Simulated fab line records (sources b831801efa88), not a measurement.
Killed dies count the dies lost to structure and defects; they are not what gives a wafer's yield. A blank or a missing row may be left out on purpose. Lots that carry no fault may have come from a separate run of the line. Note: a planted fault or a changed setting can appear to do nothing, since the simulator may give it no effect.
A struck lot beside a sound one || flow sky130 || 21 out of 708 route steps
Sound: the wafers L671.2, L671.3, L671.6. Wafers struck: L684.2, L684.4, L684.5. The cause is named last.
For every step that has rows: the tool of each side, followed by ch and its chambers, followed by its first start. Under that, the readings that differ: sound wafers || struck wafers || difference of the means || sigmas: that difference in standard deviations of wafers without a fault.
alike: same words and numbers on both sides, and readings whose means sit less than 2 such deviations apart. not compared: any withheld reading, any reading some wafer has no value for, any bound like >300 that may hide the same value, and any number with overlapping values for which the record gives no deviation.
A row with sigmas, a row that says differs or no value, or rows on one side alone: a step with any of these is where the two part. Non-overlapping numbers with no deviation appear without sigmas and do not part them. A reading that every wafer of one side lacks parts them only if that side has two wafers or more.

SKY_METAL5_DESCUM_14: chemistry O2, time 11 s.
  sound on rie metal-04 ch 0,1, day 45 19:43; struck on rie metal-01 ch 0,1, day 48 19:43
  alike: drypump motor current A, oes product au, temp c
  not compared: rf hours counter h
SKY_METAL5_METAL_ETCH_15: etches the open film in Cl2/BCl3, stops on SiO2, target depth 1260 nm, time 252 s.
  sound on rie metal-04 ch 0,1, day 45 19:45; struck on rie metal-01 ch 0,1, day 48 19:45
  alike: drypump motor current A, oes product au, throttle valve pct
  not compared: rf hours counter h
SKY_METAL5_STRIP_16: strips in O2/N2.
  sound on plasma asher-02 ch 0,1, day 45 19:59; struck on plasma asher-01 ch 1, day 48 19:59
  alike: drypump motor current A, oes product au, strip time to endpoint s
  not compared: rf hours counter h
then, 3 steps without rows for these wafers: SKY_METAL5_STRIP_17 (strips in post etch residue remover, time 1200 s); SKY_METAL5_CLEAN_18 (cleans in IPA, time 180 s); SKY_METAL5_CLEAN_19 (cleans in O3/DIW).
SKY_PASSIVATION_CVD_00: deposits SiO2, target thk 90 nm.
  sound on pecvd-02 ch 1,2, day 45 21:05; struck on pecvd-04 ch 0,1,2, day 48 20:37
  alike: heater power w
SKY_PASSIVATION_THK_MEAS_01:
  sound on film metro-01 at day 45 21:07; struck on film metro-01 at day 48 20:39
  alike: PASSIVATION_CVD_00_THK
SKY_PASSIVATION_CVD_02: deposits Si3N4, target thk 540 nm.
  sound on pecvd-04 ch 0,1,2, day 45 21:10; struck on pecvd-03 ch 0,2, day 48 20:42
  alike: heater power w
SKY_PASSIVATION_THK_MEAS_03:
  sound on film metro-02 at day 45 21:24; struck on film metro-01 at day 48 20:56
  alike: PASSIVATION_CVD_02_THK
then, 2 steps without rows for these wafers: SKY_PASSIVATION_DEHYDRATE_04 (time 60 s); SKY_PASSIVATION_HMDS_05 (prime time 60 s).
SKY_PASSIVATION_COAT_06: resist thk 3000 nm.
  sound on litho track-02 ch 0, day 46 08:16; struck on litho track-01 ch 0, day 49 05:08
{"reading": "spin speed rpm (rpm)", "sound": "1998.3 1998.0 1998.5", "struck": "2125.6 2126.4 2127.6", "difference": "+128.3", "sigmas": "+99 or more"}
{"reading": "model.coat_of_PASSIVATION_COAT_06.thk nm (nm)", "sound": "3006 3005 3005", "struck": "2917 2909 2914", "difference": -92, "sigmas": ""}
then, 4 steps without rows for these wafers: SKY_PASSIVATION_SOFTBAKE_07; SKY_PASSIVATION_EXPOSE_08 (exposes mask NSM, target cd 3000 nm); SKY_PASSIVATION_PEB_09; SKY_PASSIVATION_DEVELOP_10 (develop time 60 s).
SKY_PASSIVATION_ETCH_11: etches the open film in CF4/O2, stops on AlCu, target depth 725 nm, time 161.1 s.
  sound on rie diel-01 ch 0,1,2, day 46 17:59; struck on rie diel-01 ch 0,3, day 49 13:37
{"reading": "model.coat_of_PASSIVATION_COAT_06.thk nm (nm)", "sound": "2523 2524 2530", "struck": "2429 2426 2434", "difference": -96, "sigmas": ""}
  alike: drypump motor current A, oes product au, throttle valve pct
  not compared: rf hours counter h
SKY_PASSIVATION_STRIP_12: strips in O2/N2.
  sound on plasma asher-04 ch 0,1, day 46 18:05; struck on plasma asher-01 ch 0,1, day 49 13:43
{"reading": "strip time to endpoint s (s)", "sound": "31.60 31.62 31.69", "struck": "30.53 30.48 30.58", "difference": -1.11, "sigmas": -9}
  alike: drypump motor current A, oes product au
  not compared: rf hours counter h
then, 1 step without rows for these wafers: SKY_PAD_OPEN_DEHYDRATE_00 (time 60 s).
SKY_PAD_OPEN_PROBE_99:
  record: rows for the struck wafers here (prober-02, day 50 08:46), none for the sound ones

WHERE THEY PART
Last at SKY_PAD_OPEN_PROBE_99 as far as this record goes, first at SKY_PASSIVATION_COAT_06.

WHY: what had been put in by the simulator
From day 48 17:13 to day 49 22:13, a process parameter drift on litho track-01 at SKY_PASSIVATION_COAT_06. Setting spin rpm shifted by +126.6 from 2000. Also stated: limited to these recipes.
